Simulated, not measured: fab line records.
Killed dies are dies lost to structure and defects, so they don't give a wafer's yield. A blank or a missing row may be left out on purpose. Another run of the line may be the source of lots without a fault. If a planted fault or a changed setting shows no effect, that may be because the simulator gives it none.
Which tool was responsible? -- flow sky130 -- 42 wafers from 14 lots sampled at 5 of the route's 708 steps

WHAT EACH GAUGE READ, for each wafer
SKY_VIA2_BOW_MEAS_03.
lot,measured,on,VIA2_BOW (um)
L742,day 35 02:47,film_metro-04,104 87 85
L743,day 35 04:28,film_metro-02,82 95 94
L744,day 35 23:55,film_metro-01,86 95 86
L746,day 36 23:40,film_metro-01,80 80 84
L749,day 37 11:35,film_metro-02,84 97 67
L750,day 37 23:41,film_metro-04,91 82 91
L753,day 38 19:53,film_metro-04,90 86 85
L757,day 40 02:05,film_metro-04,90 83 91
L758,day 40 09:01,film_metro-01,97 98 100
L761,day 40 23:14,film_metro-01,81 82 82
L762,day 41 03:15,film_metro-01,86 85 84
L763,day 41 07:13,film_metro-04,101 86 80
L764,day 41 20:14,film_metro-02,74 73 76
L765,day 42 09:54,film_metro-04,85 79 84

SKY_VIA2_CD_MEAS_12: target cd 200 nm.
lot,measured,on,cd_nm (nm)
L742,day 36 04:56,cd_sem-02,200.5 201.6 202.2
L743,day 36 06:31,cd_sem-02,198.6 200.7 199.8
L744,day 37 02:26,cd_sem-02,197.5 198.3 196.8
L746,day 38 01:25,cd_sem-02,197.5 196.6 197.8
L749,day 38 13:24,cd_sem-02,200.2 198.7 201.0
L750,day 39 00:47,cd_sem-02,169.4 200.7 200.7
L753,day 39 20:34,cd_sem-02,202.1 168.3 168.6
L757,day 41 02:48,cd_sem-01,199.7 200.1 200.0
L758,day 41 09:28,cd_sem-02,200.9 198.6 200.6
L761,day 41 23:23,cd_sem-01,198.6 200.4 199.4
L762,day 42 03:15,cd_sem-02,201.3 202.0 201.3
L763,day 42 06:42,cd_sem-01,201.6 199.8 200.3
L764,day 42 19:30,cd_sem-02,200.2 200.0 199.9
L765,day 43 08:46,cd_sem-02,199.3 200.8 199.8

WHAT TOOL EACH LOT RAN ON (gives the tool, then ch and the chambers of the sampled wafers, and finally the start)
lot,SKY_VIA1_ETCH_14,SKY_VIA1_CVD_21,SKY_VIA2_EXPOSE_09
L742,"rie_diel-03 ch 0,1,2, day 33 20:44","cvd_w-02 ch 0,1, day 33 21:34","krf_scanner-01 ch 0, day 35 16:05"
L743,"rie_diel-02 ch 0,3, day 33 22:19","cvd_w-02 ch 0,1, day 33 23:10","krf_scanner-02 ch 0, day 35 18:02"
L744,"rie_diel-01 ch 2,3, day 34 19:14","cvd_w-01 ch 0,1, day 34 20:04","krf_scanner-02 ch 0, day 36 13:04"
L746,"rie_diel-03 ch 0,2,3, day 35 18:47","cvd_w-01 ch 0, day 35 19:32","krf_scanner-02 ch 0, day 37 13:03"
L749,"rie_diel-01 ch 0,2,3, day 36 06:08","cvd_w-01 ch 0,1, day 36 06:53","krf_scanner-01 ch 0, day 38 00:52"
L750,"rie_diel-03 ch 0,2,3, day 36 19:08","cvd_w-02 ch 0,1, day 36 19:55","krf_scanner-01 ch 0, day 38 12:58"
L753,"rie_diel-02 ch 0,1,2, day 37 15:16","cvd_w-01 ch 0,1, day 37 16:00","krf_scanner-01 ch 0, day 39 08:38"
L757,"rie_diel-03 ch 0,1,3, day 38 23:01","cvd_w-01 ch 0,1, day 38 23:46","krf_scanner-02 ch 0, day 40 15:16"
L758,"rie_diel-01 ch 1,2,3, day 39 05:19","cvd_w-02 ch 1, day 39 06:03","krf_scanner-02 ch 0, day 40 21:28"
L761,"rie_diel-02 ch 0,1, day 39 20:01","cvd_w-02 ch 0,1, day 39 20:45","krf_scanner-01 ch 0, day 41 12:01"
L762,"rie_diel-03 ch 1,2,3, day 39 23:26","cvd_w-02 ch 0,1, day 40 00:11","krf_scanner-02 ch 0, day 41 16:19"
L763,"rie_diel-03 ch 0,1,2, day 40 04:37","cvd_w-02 ch 0,1, day 40 05:21","krf_scanner-01 ch 0, day 41 19:37"
L764,"rie_diel-01 ch 1,2, day 40 17:13","cvd_w-02 ch 0,1, day 40 17:59","krf_scanner-02 ch 0, day 42 08:13"
L765,"rie_diel-02 ch 1,3, day 41 07:32","cvd_w-01 ch 0,1, day 41 08:17","krf_scanner-02 ch 0, day 42 21:19"
- SKY_VIA1_ETCH_14: etches BARC in N2/H2, stops on SiO2, time 45.9 s, target depth 60 nm.
- SKY_VIA1_CVD_21: deposits W, target thk 270 nm, time 80.902 s.
- SKY_VIA2_EXPOSE_09: exposes mask VIM2, target cd 200 nm.

AS READ BY THE TOOLS THEMSELVES (means over the sampled wafers that have a number; for cases with no such wafer, the mark the record gives instead)
SKY_VIA1_ETCH_14.
lot,tool,drypump_motor_current_A (A),n2_flow_sccm (sccm),oes_product_au (a.u.),throttle_valve_pct (%)
L742,rie_diel-03,5.9,99.96,0.856,13.224
L743,rie_diel-02,5.5,99.96,0.857,13.225
L744,rie_diel-01,5.1,99.75,0.855,13.232
L746,rie_diel-03,5.7,100.20,0.850,13.218
L749,rie_diel-01,5.5,99.87,0.854,13.225
L750,rie_diel-03,5.8,100.08,0.855,13.227
L753,rie_diel-02,5.8,99.92,0.855,13.222
L757,rie_diel-03,5.8,99.89,0.848,13.218
L758,rie_diel-01,5.3,100.10,0.858,13.218
L761,rie_diel-02,5.6,99.82,0.855,13.232
L762,rie_diel-03,6.2,99.91,0.853,13.235
L763,rie_diel-03,5.9,99.86,0.854,13.228
L764,rie_diel-01,4.9,100.07,0.855,13.219
L765,rie_diel-02,5.9,99.88,0.853,13.228

SKY_VIA1_CVD_21.
lot,tool,heater_power_w (W)
L742,cvd_w-02,899
L743,cvd_w-02,893
L744,cvd_w-01,893
L746,cvd_w-01,923
L749,cvd_w-01,906
L750,cvd_w-02,895
L753,cvd_w-01,898
L757,cvd_w-01,916
L758,cvd_w-02,772
L761,cvd_w-02,798
L762,cvd_w-02,805
L763,cvd_w-02,803
L764,cvd_w-02,792
L765,cvd_w-01,913

THE ANSWER, worked out from the rows above alone
Rule: the usual values come from the lots themselves. Put in order of their means at a reading, lots are off if they are a third of the lots or fewer, leave a main group of 4 or more, and stand apart from it by a gap of 3 or more times the standard deviation of the main group's means; of several such gaps the widest counts. Not used: any main group whose means are identical at the precision the tables above print for the reading. A lot without any number at a reading at which 4 lots or more have one is off too. All remaining lots with rows at the step are treated as sound. The gauges are gone through in route order, then the tools' own readings, and for those a lot's mean is taken as printed above. At the first step where some lot is off, the reading lying furthest off is the one used; lots without a number count as furthest.
Off: L750, L753, at SKY_VIA2_CD_MEAS_12 (cd_nm). For the main group the mean is 199.8 nm and the standard deviation 1.2.
A tool fits if, at a process step before that reading, it ran every lot that is off, and no sound lot after the first of them. Those tools and the gauges at SKY_VIA2_CD_MEAS_12 are tried in the same way. Of those tried, none fits.

WHAT HAD BEEN PUT IN BY THE SIMULATOR
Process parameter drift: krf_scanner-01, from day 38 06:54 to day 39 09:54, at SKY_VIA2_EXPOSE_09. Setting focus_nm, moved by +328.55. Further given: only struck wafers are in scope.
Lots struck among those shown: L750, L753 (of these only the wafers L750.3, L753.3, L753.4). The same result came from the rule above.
